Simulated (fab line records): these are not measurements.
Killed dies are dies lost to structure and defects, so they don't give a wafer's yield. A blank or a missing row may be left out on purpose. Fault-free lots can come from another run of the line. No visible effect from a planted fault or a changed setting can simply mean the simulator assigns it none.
fab line records    flow gf180mcu
record: lots: 7  wafers: 21  last-day: 34
route steps=602 shown V5@557 TOP_METAL@567
lots that met no fault: taken from a fault-free run of the same line
start-h: hours from the record's opening day to when the first of the lot's shown wafers began    wait-h: hours since the lot's step before    " unchanged from the row above    L1.1+2: several wafers, shown together as one row    - no value, or no start given    * or withheld: withheld    < > ~ a bound
route shown NAME@n: a module of which the file shows steps, and the number in the route of the first    usual: mean/standard deviation taken from wafers without a fault    same: alike in all rows    chamber/n: place in a boat    sites: each site's reading    _std_site: their standard deviation    _edge_site: outer sites' mean less inner sites'    radius-mm: for every site, how far away it sits from the centre of the wafer    mask NAME#n: copy n    behind: the most recent tool/chamber to have shaped the wafer    hold: why the lot went on hold/how many hours it stayed there/how the hold came to an end    device: the n, p or np transistor that did not switch    end of line: the route-end tests of the same wafers    for a step that has no rows: nothing shown but its recipe    killed: dies lost to structure and defects at the first sort, not the wafer's yield    map: a wafer's dies, marking killed ones x, the rest . and places with no die _
set.NAME: setting as actually run; set.NAME@STEP: the setting as run at that earlier step    model.NAME: the simulator's own value behind a step, which no gauge read
lots at some steps of the route; a table a step, a row a wafer
services: a tool's chamber out of use, with start hour (start-h, from the record's first day; less than 0 if before it), hours out, and reason
== steps ==
step: GF_V5_ETCH_17
recipe: chemistry: C4F8/O2/Ar  mask-material: KrF  target: SiO2  stop-on: TiN  source-w: 1500  bias-w: 1200  pressure-mtorr: 40  c4f8-flow-sccm: withheld  O2_flow_sccm: 6  Ar_flow_sccm: 300  time-s: withheld  target-depth-a: 8550
usual: bias-w: 1200/3.6  oes-product-au: 0.859/0.0048
lot.wafer  tool         chamber  start-h  wait-h  bias-w  oes-product-au
L612.4     rie-diel-03  2        -        -       1203    0.856
L612.5     "            0        "        "       1200    0.857
L612.6     "            3        "        "       1195    0.864
L613.3     rie-diel-01  0        -        -       1204    0.859
L613.4     "            2        "        "       1201    0.855
L613.6     "            2        "        "       1208    0.857
L622.1     rie-diel-02  0        -        -       1199    0.848
L622.3     "            1        "        "       1202    0.862
L622.4     "            3        "        "       1197    0.847
L630.2     rie-diel-03  0        -        -       1192    0.862
L630.4     "            3        "        "       1200    0.859
L630.6     "            0        "        "       1195    0.865
L631.1     rie-diel-02  0        -        -       1199    0.852
L631.2     "            1        "        "       1201    0.861
L631.6     "            3        "        "       1199    0.857
L632.1     rie-diel-02  3        -        -       1197    0.862
L632.2     "            1        "        "       1203    0.862
L632.4     "            0        "        "       1200    0.859
L635.2     rie-diel-01  2        -        -       1200    0.861
L635.3     "            0        "        "       1196    0.861
L635.4     "            3        "        "       1194    0.857
step: GF_V5_STRIP_18
recipe: chemistry: O2/N2  power-w: 1400  pressure-mtorr: 1500  platen-temp-c: 250  o2-flow-sccm: 3000  n2-flow-sccm: 300  overash-fraction: 0.5
step: GF_V5_STRIP_19
recipe: chemistry: post-etch-residue-remover  time-s: 1200  temp-c: 72.5
step: GF_V5_CLEAN_20
recipe: chemistry: DIW  dry: n2-spin
step: GF_V5_SPUTTER_21
recipe: material: Ti  target-thk-nm: 15  chamber-pressure-pa: 5  power-w: 2500  substrate-temp-c: 200  time-s: 80.02
step: GF_V5_SPUTTER_22
recipe: material: TiN  target-thk-nm: 10  chamber-pressure-pa: 5  power-w: 4000  time-s: 40
step: GF_V5_CVD_23
recipe: material: W  target-thk-nm: 350  time-s: 104.9  temp-c: 400  pressure-torr: 40
usual: chamber-pressure-Torr: 40.01/0.079  heater-power-w: 974/51
lot.wafer  tool      chamber  start-h  wait-h  chamber-pressure-Torr  heater-power-w
L612.4     cvd-w-02  1        626.12   0.1     39.98                  956
L612.5     "         0        "        "       40.02                  1046
L612.6     "         1        "        "       39.94                  962
L613.3     cvd-w-01  1        632.59   0.1     39.97                  927
L613.4     "         0        "        "       39.94                  967
L613.6     "         0        "        "       40.09                  961
L622.1     cvd-w-01  0        709.21   0.0     39.96                  986
L622.3     "         1        "        "       39.94                  918
L622.4     "         0        "        "       39.97                  975
L630.2     cvd-w-02  1        755.21   0.0     40.02                  954
L630.4     "         1        "        "       40.22                  990
L630.6     "         0        "        "       39.88                  1069
L631.1     cvd-w-01  0        762.73   0.0     39.99                  960
L631.2     "         1        "        "       40.04                  907
L631.6     "         1        "        "       39.91                  915
L632.1     cvd-w-01  1        767.58   0.0     39.96                  920
L632.2     "         0        "        "       40.14                  987
L632.4     "         1        "        "       40.19                  918
L635.2     cvd-w-02  0        781.94   0.0     39.92                  1068
L635.3     "         1        "        "       40.01                  987
L635.4     "         0        "        "       40.02                  1021
step: GF_V5_RS_MEAS_24
recipe: thk-meas-gauge: four-point-probe  reads: W_of_V5_CVD_23+TiN_of_V5_SPUTTER_22+Ti_of_V5_SPUTTER_21
usual: V5_W_RS: 0.3286/0.0028
lot.wafer  tool           chamber  start-h  wait-h  V5_W_RS[ohm/sq]
L612.4     film-metro-01  -        626.26   0.1     0.3281
L612.5     "              -        "        "       0.3272
L612.6     "              -        "        "       0.3264
L613.3     film-metro-03  -        632.71   0.1     0.3284
L613.4     "              -        "        "       0.3254
L613.6     "              -        "        "       0.3269
L622.1     film-metro-03  -        709.32   0.1     0.3264
L622.3     "              -        "        "       0.3277
L622.4     "              -        "        "       0.3259
L630.2     film-metro-04  -        755.34   0.1     0.3310
L630.4     "              -        "        "       0.3346
L630.6     "              -        "        "       0.3323
L631.1     film-metro-04  -        762.85   0.1     0.3313
L631.2     "              -        "        "       0.3284
L631.6     "              -        "        "       0.3272
L632.1     film-metro-04  -        767.69   0.1     0.3249
L632.2     "              -        "        "       0.3277
L632.4     "              -        "        "       0.3278
L635.2     film-metro-03  -        782.07   0.1     0.3307
L635.3     "              -        "        "       0.3277
L635.4     "              -        "        "       0.3276
step: GF_V5_THK_MEAS_25
recipe: thk-meas-gauge: xrf  reads: W_of_V5_CVD_23
usual: V5_W_THK: 348/4.6
lot.wafer  tool           chamber  start-h  wait-h  V5_W_THK[nm]
L612.4     film-metro-01  -        626.35   0.1     350
L612.5     "              -        "        "       353
L612.6     "              -        "        "       350
L613.3     film-metro-03  -        632.81   0.1     343
L613.4     "              -        "        "       349
L613.6     "              -        "        "       347
L622.1     film-metro-03  -        709.44   0.1     349
L622.3     "              -        "        "       348
L622.4     "              -        "        "       348
L630.2     film-metro-04  -        755.45   0.1     343
L630.4     "              -        "        "       340
L630.6     "              -        "        "       342
L631.1     film-metro-04  -        762.97   0.1     343
L631.2     "              -        "        "       344
L631.6     "              -        "        "       346
L632.1     film-metro-04  -        767.81   0.1     349
L632.2     "              -        "        "       344
L632.4     "              -        "        "       346
L635.2     film-metro-03  -        782.18   0.1     350
L635.3     "              -        "        "       353
L635.4     "              -        "        "       351
step: GF_V5_CMP_26
recipe: stop-on: SiO2  down-force-psi: 3.5  platen-rpm: 60  t-overpolish-s: 15  target-thk-nm: 0  pad-velocity-m-s: 0.94248
step: GF_TOP_METAL_SPUTTER_00
recipe: material: Ti  target-thk-nm: 37.5  arriving-ion-energy-ev: 80  substrate-temp-c: 200  chamber-pressure-pa: 2  power-w: 4000  time-s: 150
usual: cathode-dc-power-W: 4000.0/0.69  chamber-pressure-pa: 2.001/0.0038  throttle-valve-pct: 30.2/0.87
lot.wafer  tool            chamber  start-h  wait-h  cathode-dc-power-W  chamber-pressure-pa  throttle-valve-pct
L612.4     pvd-sputter-01  -        626.68   0.1     4000.4              2.008                30.2
L612.5     "               -        "        "       3999.3              2.000                30.5
L612.6     "               -        "        "       4000.0              1.997                29.2
L613.3     pvd-sputter-02  -        633.15   0.2     4000.2              2.000                29.2
L613.4     "               -        "        "       3999.7              2.008                30.2
L613.6     "               -        "        "       3999.1              2.003                29.2
L622.1     pvd-sputter-03  -        709.80   0.1     3999.5              1.999                31.3
L622.3     "               -        "        "       4000.6              2.003                32.2
L622.4     "               -        "        "       3999.4              1.996                29.6
L630.2     pvd-sputter-03  -        755.80   0.2     4000.0              2.003                31.4
L630.4     "               -        "        "       3999.3              2.006                31.0
L630.6     "               -        "        "       4000.3              2.004                31.2
L631.1     pvd-sputter-02  -        763.33   0.2     3998.8              2.004                29.2
L631.2     "               -        "        "       4000.6              2.002                30.5
L631.6     "               -        "        "       4000.3              1.998                30.0
L632.1     pvd-sputter-02  -        768.17   0.1     4001.4              2.002                30.4
L632.2     "               -        "        "       4000.1              2.000                30.3
L632.4     "               -        "        "       3999.4              1.996                30.5
L635.2     pvd-sputter-02  -        782.53   0.2     4000.1              1.997                29.1
L635.3     "               -        "        "       4001.6              2.000                30.2
L635.4     "               -        "        "       4000.3              2.002                30.5
step: GF_TOP_METAL_SPUTTER_01
recipe: material: TiN  target-thk-nm: 30  power-w: 6500  time-s: 25  chamber-pressure-pa: 0.4
usual: cathode-dc-power-W: 6500.0/1.2  chamber-pressure-pa: 0.3999/0.00081  throttle-valve-pct: 30.2/0.87
lot.wafer  tool            chamber  start-h  wait-h  cathode-dc-power-W  chamber-pressure-pa  throttle-valve-pct
L612.4     pvd-sputter-01  -        626.78   0.1     6500.5              0.3991               30.1
L612.5     "               -        "        "       6499.6              0.4000               30.5
L612.6     "               -        "        "       6498.7              0.4009               29.6
L613.3     pvd-sputter-02  -        633.25   0.1     6500.7              0.4003               29.3
L613.4     "               -        "        "       6499.6              0.3995               30.4
L613.6     "               -        "        "       6497.5              0.4000               29.5
L622.1     pvd-sputter-03  -        709.90   0.1     6499.8              0.3996               31.1
L622.3     "               -        "        "       6500.4              0.4000               32.1
L622.4     "               -        "        "       6500.9              0.3998               29.3
L630.2     pvd-sputter-03  -        755.90   0.1     6501.0              0.4001               31.2
L630.4     "               -        "        "       6500.1              0.4000               31.0
L630.6     "               -        "        "       6498.8              0.3999               31.0
L631.1     pvd-sputter-02  -        763.43   0.1     6499.7              0.3998               29.2
L631.2     "               -        "        "       6500.2              0.3994               30.4
L631.6     "               -        "        "       6500.8              0.3995               30.3
L632.1     pvd-sputter-02  -        768.27   0.1     6499.8              0.3981               30.1
L632.2     "               -        "        "       6503.2              0.3991               30.3
L632.4     "               -        "        "       6502.6              0.3991               30.4
L635.2     pvd-sputter-02  -        782.63   0.1     6500.0              0.4007               29.5
L635.3     "               -        "        "       6498.9              0.3995               30.1
L635.4     "               -        "        "       6499.9              0.3992               30.6
step: GF_TOP_METAL_SPUTTER_02
recipe: material: AlCu  target-thk-nm: 900  power-w: 10600  chamber-pressure-pa: 0.3  substrate-temp-c: 250  gas: Ar  time-s: 47.82
usual: cathode-dc-power-W: 10600/1.9  chamber-pressure-pa: 0.3001/0.00061  throttle-valve-pct: 30.2/0.84
lot.wafer  tool            chamber  start-h  wait-h  cathode-dc-power-W  chamber-pressure-pa  throttle-valve-pct
L612.4     pvd-sputter-01  -        626.81   0.0     10601               0.3005               30.0
L612.5     "               -        "        "       10602               0.3008               30.6
L612.6     "               -        "        "       10599               0.3000               29.5
L613.3     pvd-sputter-02  -        633.28   0.0     10599               0.2992               29.0
L613.4     "               -        "        "       10600               0.3008               30.5
L613.6     "               -        "        "       10598               0.3010               29.3
L622.1     pvd-sputter-03  -        709.93   0.0     10604               0.2998               31.2
L622.3     "               -        "        "       10602               0.3008               31.9
L622.4     "               -        "        "       10602               0.2993               29.5
L630.2     pvd-sputter-03  -        755.93   0.0     -                   -                    -
L630.4     "               -        "        "       -                   -                    -
L630.6     "               -        "        "       -                   -                    -
L631.1     pvd-sputter-02  -        763.46   0.0     -                   -                    -
L631.2     "               -        "        "       -                   -                    -
L631.6     "               -        "        "       -                   -                    -
L632.1     pvd-sputter-02  -        768.31   0.0     -                   -                    -
L632.2     "               -        "        "       -                   -                    -
L632.4     "               -        "        "       -                   -                    -
L635.2     pvd-sputter-02  -        782.66   0.0     10599               0.3001               29.2
L635.3     "               -        "        "       10601               0.2997               30.5
L635.4     "               -        "        "       10600               0.2996               30.6
step: GF_TOP_METAL_SPUTTER_03
recipe: material: Ti  target-thk-nm: 5  substrate-temp-c: 300  chamber-pressure-pa: 0.3  power-w: 3000  time-s: 3.3
step: GF_TOP_METAL_SPUTTER_04
recipe: material: TiN  target-thk-nm: 25  power-w: 6500  time-s: 20.34  chamber-pressure-pa: 0.4
step: GF_TOP_METAL_RS_MEAS_05
recipe: thk-meas-gauge: four-point-probe  reads: TiN_of_TOP_METAL_SPUTTER_04+Ti_of_TOP_METAL_SPUTTER_03+AlCu_of_TOP_METAL_SPUTTER_02+TiN_of_TOP_METAL_SPUTTER_01+Ti_of_TOP_METAL_SPUTTER_00
usual: TOP_METAL_ALCU_RS: 0.0329/0.00033
lot.wafer  tool           chamber  start-h  wait-h  TOP_METAL_ALCU_RS[ohm/sq]
L612.4     film-metro-01  -        626.96   0.1     0.0329
L612.5     "              -        "        "       0.0326
L612.6     "              -        "        "       0.0328
L613.3     film-metro-02  -        633.41   0.1     0.0330
L613.4     "              -        "        "       0.0331
L613.6     "              -        "        "       0.0331
L622.1     film-metro-01  -        710.02   0.0     0.0333
L622.3     "              -        "        "       0.0331
L622.4     "              -        "        "       0.0330
L630.2     film-metro-03  -        756.04   0.0     9.7374
L630.4     "              -        "        "       9.7797
L630.6     "              -        "        "       9.7018
L631.1     film-metro-02  -        763.55   0.0     9.8289
L631.2     "              -        "        "       9.7866
L631.6     "              -        "        "       9.8176
L632.1     film-metro-02  -        768.40   0.0     9.6717
L632.2     "              -        "        "       9.6679
L632.4     "              -        "        "       9.6995
L635.2     film-metro-02  -        782.77   0.0     0.0327
L635.3     "              -        "        "       0.0323
L635.4     "              -        "        "       0.0325
step: GF_TOP_METAL_THK_MEAS_06
recipe: thk-meas-gauge: xrf  reads: AlCu_of_TOP_METAL_SPUTTER_02
usual: TOP_METAL_ALCU_THK: 890/12
lot.wafer  tool           chamber  start-h  wait-h  TOP_METAL_ALCU_THK[nm]
L612.4     film-metro-01  -        627.05   0.1     884
L612.5     "              -        "        "       889
L612.6     "              -        "        "       888
L613.3     film-metro-02  -        633.51   0.1     894
L613.4     "              -        "        "       894
L613.6     "              -        "        "       891
L622.1     film-metro-01  -        710.14   0.1     874
L622.3     "              -        "        "       887
L622.4     "              -        "        "       888
L630.2     film-metro-03  -        756.15   0.1     <0
L630.4     "              -        "        "       <0
L630.6     "              -        "        "       <0
L631.1     film-metro-02  -        763.67   0.1     <0
L631.2     "              -        "        "       <0
L631.6     "              -        "        "       <0
L632.1     film-metro-02  -        768.52   0.1     <0
L632.2     "              -        "        "       <0
L632.4     "              -        "        "       <0
L635.2     film-metro-02  -        782.88   0.1     906
L635.3     "              -        "        "       920
L635.4     "              -        "        "       912
step: GF_TOP_METAL_DEHYDRATE_07
recipe: temp-c: 200  time-s: 60
step: GF_TOP_METAL_HMDS_08
recipe: prime-time-s: 60  prime-temp-c: 120
step: GF_TOP_METAL_COAT_09
recipe: resist: NOVOLAK  spin-rpm: 3000  resist-thk-nm: 1500
step: GF_TOP_METAL_SOFTBAKE_10
recipe: temp-c: 90  time-s: 60  resist: NOVOLAK
step: GF_TOP_METAL_EXPOSE_11
recipe: mask-id: MetalTop  target-cd-nm: 440  na: 0.6  source-shape: conventional  sigma-outer: 0.6  dose-mj: 170
step: GF_TOP_METAL_PEB_12
recipe: temp-c: withheld  time-s: *  resist: NOVOLAK
step: GF_TOP_METAL_DEVELOP_13
recipe: develop-time-s: 60  dev-temp-c: 23
step: GF_TOP_METAL_CD_MEAS_14
recipe: target-cd-nm: 440
usual: cd-nm: 440.4/2.3
lot.wafer  tool       chamber  start-h  wait-h  cd-nm
L612.4     cd-sem-02  -        647.08   0.1     442.7
L612.5     "          -        "        "       444.7
L612.6     "          -        "        "       444.1
L613.3     cd-sem-02  -        653.01   0.1     442.9
L613.4     "          -        "        "       444.2
L613.6     "          -        "        "       441.4
L622.1     cd-sem-02  -        727.49   0.1     442.9
L622.3     "          -        "        "       443.1
L622.4     "          -        "        "       440.7
L630.2     cd-sem-01  -        771.69   0.1     437.4
L630.4     "          -        "        "       439.2
L630.6     "          -        "        "       436.7
L631.1     cd-sem-02  -        779.02   0.1     441.2
L631.2     "          -        "        "       440.3
L631.6     "          -        "        "       440.3
L632.1     cd-sem-01  -        783.94   0.1     440.9
L632.2     "          -        "        "       441.0
L632.4     "          -        "        "       440.9
L635.2     cd-sem-02  -        798.01   0.1     438.4
L635.3     "          -        "        "       438.1
L635.4     "          -        "        "       436.4
step: GF_TOP_METAL_OVL_MEAS_15
usual: TOP_METAL_OVL: 0.2/1.4
lot.wafer  tool        chamber  start-h  wait-h  TOP_METAL_OVL[nm]
L612.4     overlay-01  -        647.16   0.1     3.1
L612.5     "           -        "        "       3.5
L612.6     "           -        "        "       2.0
L613.3     overlay-01  -        653.11   0.1     2.2
L613.4     "           -        "        "       1.1
L613.6     "           -        "        "       0.5
L622.1     overlay-01  -        727.63   0.1     -1.2
L622.3     "           -        "        "       -1.2
L622.4     "           -        "        "       -1.6
L630.2     overlay-01  -        771.79   0.1     -0.7
L630.4     "           -        "        "       -0.6
L630.6     "           -        "        "       -0.8
L631.1     overlay-02  -        779.16   0.1     -0.7
L631.2     "           -        "        "       -1.5
L631.6     "           -        "        "       -0.4
L632.1     overlay-02  -        784.06   0.1     -2.0
L632.2     "           -        "        "       -1.4
L632.4     "           -        "        "       -1.7
L635.2     overlay-01  -        798.12   0.1     0.1
L635.3     "           -        "        "       0.4
L635.4     "           -        "        "       0.3
step: GF_TOP_METAL_METAL_ETCH_16
recipe: chemistry: Cl2/BCl3  mask-material: NOVOLAK  target-depth-nm: 1077.5  stop-on: SiO2  pressure-mtorr: 8  icp-w: 800  bias-w: 140  Cl2_flow_sccm: 80  bcl3-flow-sccm: 40  time-s: 179.6
usual: bias-w: 139.9/0.39  drypump-motor-current-A: 5.54/0.22  oes-product-au: 0.963/0.006  throttle-valve-pct: 28.260/0.011
lot.wafer  tool          chamber  start-h  wait-h  bias-w  drypump-motor-current-A  oes-product-au  rf-hours-counter-h  throttle-valve-pct
L612.4     rie-metal-03  0        647.23   0.1     139.6   5.54                     0.969           -                   28.271
L612.5     "             1        "        "       139.9   5.92                     0.971           -                   28.239
L612.6     "             0        "        "       140.1   5.54                     0.962           -                   28.261
L613.3     rie-metal-02  1        653.25   0.1     139.6   5.47                     0.965           -                   28.269
L613.4     "             1        "        "       140.2   5.49                     0.961           -                   28.260
L613.6     "             1        "        "       140.6   5.49                     0.959           -                   28.259
L622.1     rie-metal-03  0        727.66   0.0     139.6   5.58                     0.960           11                  28.266
L622.3     "             0        "        "       140.6   5.59                     0.964           -                   28.255
L622.4     "             1        "        "       140.2   5.93                     0.961           -                   28.261
L630.2     rie-metal-02  0        771.82   0.0     140.2   5.62                     0.982           5                   28.244
L630.4     "             0        "        "       140.9   5.60                     0.985           -                   28.225
L630.6     "             0        "        "       140.1   5.58                     0.988           -                   28.214
L631.1     rie-metal-01  0        779.19   0.0     140.2   5.25                     0.990           5                   28.234
L631.2     "             1        "        "       139.7   5.41                     0.973           1                   28.234
L631.6     "             0        "        "       139.8   5.23                     0.990           -                   28.224
L632.1     rie-metal-01  1        784.10   0.0     139.8   5.40                     0.989           1                   28.243
L632.2     "             0        "        "       140.2   5.25                     0.989           5                   28.232
L632.4     "             1        "        "       139.9   5.40                     0.979           -                   28.232
L635.2     rie-metal-02  1        798.15   0.0     139.4   5.47                     0.963           9                   28.263
L635.3     "             0        "        "       139.6   5.63                     0.976           -                   28.227
L635.4     "             1        "        "       139.1   5.49                     0.963           -                   28.247
step: GF_TOP_METAL_STRIP_17
recipe: chemistry: O2/N2  power-w: 1400  pressure-mtorr: 1500  platen-temp-c: 250  o2-flow-sccm: 3000  n2-flow-sccm: 300  overash-fraction: 0.5
usual: drypump-motor-current-A: 5.8/0.69  heater-power-w: 333/28  oes-product-au: 0.710/0.0044  strip-time-to-endpoint-s: 13.44/0.072
same: overash-fraction: 0.5
lot.wafer  tool             chamber  start-h  wait-h  drypump-motor-current-A  heater-power-w  oes-product-au  rf-hours-counter-h  strip-time-to-endpoint-s
L612.4     plasma-asher-01  1        647.38   0.1     5.6                      378             0.716           -                   13.31
L612.5     "                0        "        "       6.8                      323             0.704           -                   13.42
L612.6     "                1        "        "       5.5                      376             0.713           -                   13.34
L613.3     plasma-asher-01  0        653.51   0.2     6.8                      320             0.712           -                   13.45
L613.4     "                1        "        "       5.6                      366             0.715           -                   13.54
L613.6     "                0        "        "       6.8                      320             0.710           -                   13.51
L622.1     plasma-asher-01  1        727.84   0.1     5.5                      370             0.714           115                 13.37
L622.3     "                1        "        "       5.6                      376             0.708           -                   13.36
L622.4     "                0        "        "       6.8                      327             0.710           -                   13.45
L630.2     plasma-asher-01  0        772.00   0.1     6.8                      314             0.708           3                   13.53
L630.4     "                1        "        "       5.6                      355             0.713           -                   13.50
L630.6     "                1        "        "       5.6                      355             0.710           -                   13.50
L631.1     plasma-asher-02  1        779.37   0.1     6.0                      321             0.712           104                 13.52
L631.2     "                0        "        "       6.3                      370             0.711           104                 13.56
L631.6     "                0        "        "       6.3                      375             0.708           -                   13.51
L632.1     plasma-asher-02  0        784.27   0.1     6.3                      370             0.712           104                 13.57
L632.2     "                1        "        "       6.0                      320             0.710           104                 13.57
L632.4     "                0        "        "       6.3                      372             0.708           -                   13.58
L635.2     plasma-asher-02  0        798.32   0.1     6.3                      382             0.706           106                 13.52
L635.3     "                0        "        "       6.3                      371             0.706           -                   13.43
L635.4     "                1        "        "       6.0                      315             0.715           -                   13.44
== services ==
tool             chamber  start-h  hours  kind
plasma-asher-01  -        603.50   1.3    repair
cvd-w-02         -        624.93   1.0    repair
rie-metal-02     0        626.05   9.4    repair
rie-diel-03      1        628.04   2.6    repair
rie-diel-03      2        628.46   2.4    repair
rie-metal-02     1        631.89   8.7    repair
rie-metal-02     0        636.70   1.4    repair
rie-metal-02     -        638.11   2.8    pm
rie-diel-01      3        640.09   5.3    repair
rie-diel-01      1        643.30   2.7    repair
rie-metal-02     -        650.63   1.4    pm
pvd-sputter-02   -        680.69   3.5    repair
pvd-sputter-02   -        691.43   0.7    repair
pvd-sputter-02   -        693.74   4.9    repair
plasma-asher-01  -        697.47   1.2    repair
cvd-w-02         1        697.55   13.4   repair
cvd-w-02         0        707.24   2.5    repair
cvd-w-01         1        712.56   13.2   repair
rie-metal-02     1        733.53   11.5   repair
plasma-asher-01  -        733.75   9.0    pm
pvd-sputter-03   -        733.91   3.2    repair
rie-diel-02      3        735.77   2.0    repair
cvd-w-01         0        737.46   3.7    repair
pvd-sputter-01   -        755.60   8.3    repair
== key ==
first-sign: step: GF_TOP_METAL_SPUTTER_02  reading: tool-record  direction: missing
effect: step: GF_TOP_METAL_RS_MEAS_05  reading: TOP_METAL_ALCU_RS  direction: up  sigmas: 99+  usual: 0.0329  struck: 9.7435
effect: step: GF_TOP_METAL_THK_MEAS_06  reading: TOP_METAL_ALCU_THK  direction: down  sigmas: 77  usual: 890  struck: <0
effect: step: GF_TOP_METAL_METAL_ETCH_16  reading: oes-product-au  direction: up  sigmas: 3.6  usual: 0.963  struck: 0.985
met-at GF_TOP_METAL_SPUTTER_02
struck-wafers L630.2,L630.4,L630.6,L631.1,L631.2,L631.6,L632.1,L632.2,L632.4
later-rows-left-out L630.2,L630.4,L630.6,L631.1,L631.2,L631.6,L632.1,L632.2,L632.4
sort-left-out L630.2,L630.4,L630.6,L631.1,L631.2,L631.6,L632.1,L632.2,L632.4
onset-between 709.93 755.93
fault: kind: skipped-step-whole  tool: pvd-sputter-02,pvd-sputter-03  chamber: -  onset-h: 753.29  steps: GF_TOP_METAL_SPUTTER_02  scope: struck-lots-only
sort-left-out: the simulated sort isn't trusted on such a fault, so these wafers' sort isn't shown, and their yield isn't known
later-rows-left-out: the simulator's readings of these wafers behind a module that went badly wrong aren't trusted and aren't shown, but for the sort
